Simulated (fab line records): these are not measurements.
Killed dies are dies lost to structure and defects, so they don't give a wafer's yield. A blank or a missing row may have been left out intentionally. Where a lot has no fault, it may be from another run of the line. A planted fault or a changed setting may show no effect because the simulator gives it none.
Matching of chambers | flow gf180mcu | GF_V4_CMP_04 on cmp-02: 4 sister chambers
The step polishes SiO2. 4 wafers are shown with their chamber, then 11 later ones without.

## WAFERS PAIRED WITH THEIR CHAMBERS
wafer  | chamber | motor-current-A (A)
L086.1 | 0       | 12.1
L086.4 | 1       | 12.2
L087.6 | 3       | 13.2
L089.3 | 2       | 11.0

## WAFERS WHOSE CHAMBER IS MISSING
wafer  | motor-current-A (A)
L089.4 | 13.8
L089.5 | 12.6
L091.2 | 12.8
L091.3 | 11.5
L091.6 | 12.5
L092.2 | 11.0
L092.3 | 12.5
L092.4 | 12.1
L094.4 | 12.3
L094.5 | 12.5
L094.6 | 13.3

## WHICH CHAMBER EACH WENT THROUGH
wafer  | from the rows above          | in truth
L089.4 | 3                            | 3
L089.5 | can't be placed: 1 or 0 or 3 | 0
L091.2 | can't be placed: 3 or 1 or 0 | 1
L091.3 | can't be placed: 2 or 0 or 1 | 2
L091.6 | can't be placed: 1 or 0 or 3 | 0
L092.2 | 2                            | 2
L092.3 | can't be placed: 1 or 0 or 3 | 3
L092.4 | can't be placed: 0 or 1      | 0
L094.4 | can't be placed: 1 or 0      | 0
L094.5 | can't be placed: 1 or 0 or 3 | 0
L094.6 | 3                            | 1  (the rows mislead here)
Correct placement for 2 of the 11. Not placeable from these rows: 8 (in 8, the candidates include the true chamber). 1 placed wrongly.
How it was worked out, from the rows above alone: a wafer's distance from a chamber is the root of the sum, over the readings, of the square of ((its reading less the chamber's mean) divided by the reading's scatter). The wafer belongs to the nearest chamber; if the next one is less than 2 further off, it can't be placed. The mean given for a chamber averages the wafers shown for that chamber. The scatter: root of mean squared gap, hidden wafer to nearest shown wafer, with one shown wafer a chamber.
